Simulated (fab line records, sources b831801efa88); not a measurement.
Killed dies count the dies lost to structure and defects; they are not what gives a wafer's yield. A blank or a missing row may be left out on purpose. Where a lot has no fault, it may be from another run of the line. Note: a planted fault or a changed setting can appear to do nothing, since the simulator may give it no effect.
A single fault, viewed from 2 desks ; flow sky130 ; each desk has only its own numbers; what lay behind them comes last

TOOL OWNER'S DESK, implanter-02
SKY_NWELL_IMPLANT_13, tool's own readings: per-lot mean of the sampled wafers with a number, covering each lot this tool ran. The brackets show how far a lot's mean lies from the usual mean; more than 4 standard deviations puts the lot out of limits, marked OUT.
Columns: A = dose-ions-cm2 at SKY_NWELL_IMPLANT_13, usual 7e+11; B = faraday-current-uA at SKY_NWELL_IMPLANT_13, usual 3.95
lot;first seen here;A;B
L553;day 4 19:29;7e+11;3.97
L554;day 5 09:27;7e+11;4.00
L555;day 5 19:21;7e+11;3.96
L559;day 6 23:10;7e+11;3.96
L560;day 7 00:23;7e+11;4.03
L562;day 7 01:25;7e+11;3.94
L571;day 9 07:38;7e+11 (-55) OUT;3.68
L572;day 9 12:28;7e+11 (-56) OUT;3.71
Finding of this desk: L571, L572 out of limits; the first was L571 at day 9 07:38, on dose-ions-cm2 at SKY_NWELL_IMPLANT_13. L553, L554, L555, L559, L560, L562 stayed within limits.

AT THE METROLOGY DESK
Means of the sampled wafers that have a number, per lot and without regard to the tool the lot ran on: this is what the gauges read. The brackets show how far a lot's mean lies from the usual mean; more than 4 standard deviations puts the lot out of limits, marked OUT.
Columns: A = NWELL_OXIDATION_THK at SKY_NWELL_THK_MEAS_02, usual 10.18 nm; B = PWDE_OVL at SKY_PWDE_OVL_MEAS_07, usual -0.6 nm; C = NWELL_00_OVL at SKY_NWELL_OVL_MEAS_10, usual -0.4 nm
lot;first seen here;A;B;C
L553;day 2 21:37;9.91;-1.2;-3.0
L554;day 3 10:13;10.05;-0.3;-3.2
L555;day 3 18:27;10.07;-1.1;0.1
L561;day 4 18:13;10.15;-2.3;-1.0
L559;day 4 18:13;10.49;-1.3;-2.1
L560;day 4 18:14;10.43;0.6;-1.4
L562;day 4 18:17;10.29;-1.5;1.5
L565;day 5 09:12;10.31;-2.7;0.8
L571;day 6 18:04;9.99;1.9;-1.4
L572;day 6 23:14;10.01;0.9;0.4
L573;day 6 23:14;10.14;-0.7;1.7
L574;day 7 02:40;10.22;-1.5;-2.3
L575;day 7 05:34;10.26;-1.8;-0.8
L576;day 7 14:44;10.06;0.1;-1.1
This desk found nothing out of limits on any of the 14 lots.

ALL TOGETHER
The tool owner's desk had the chance to raise an alarm at day 9 07:38 on L571, L572.
The metrology desk saw nothing out of limits.
The metrology desk holds a record of L571, L572, inside its limits.
SKY_NWELL_IMPLANT_13 was run on implanter-02 by each of the lots named.

WHAT THE SIMULATOR HAD INSERTED
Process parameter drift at SKY_NWELL_IMPLANT_13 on implanter-02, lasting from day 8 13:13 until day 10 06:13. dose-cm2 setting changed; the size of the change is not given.
Lots struck among those shown: L571, L572.
Each desk's first reading out of limits, in hours after the fault started: the tool owner's desk, 18.
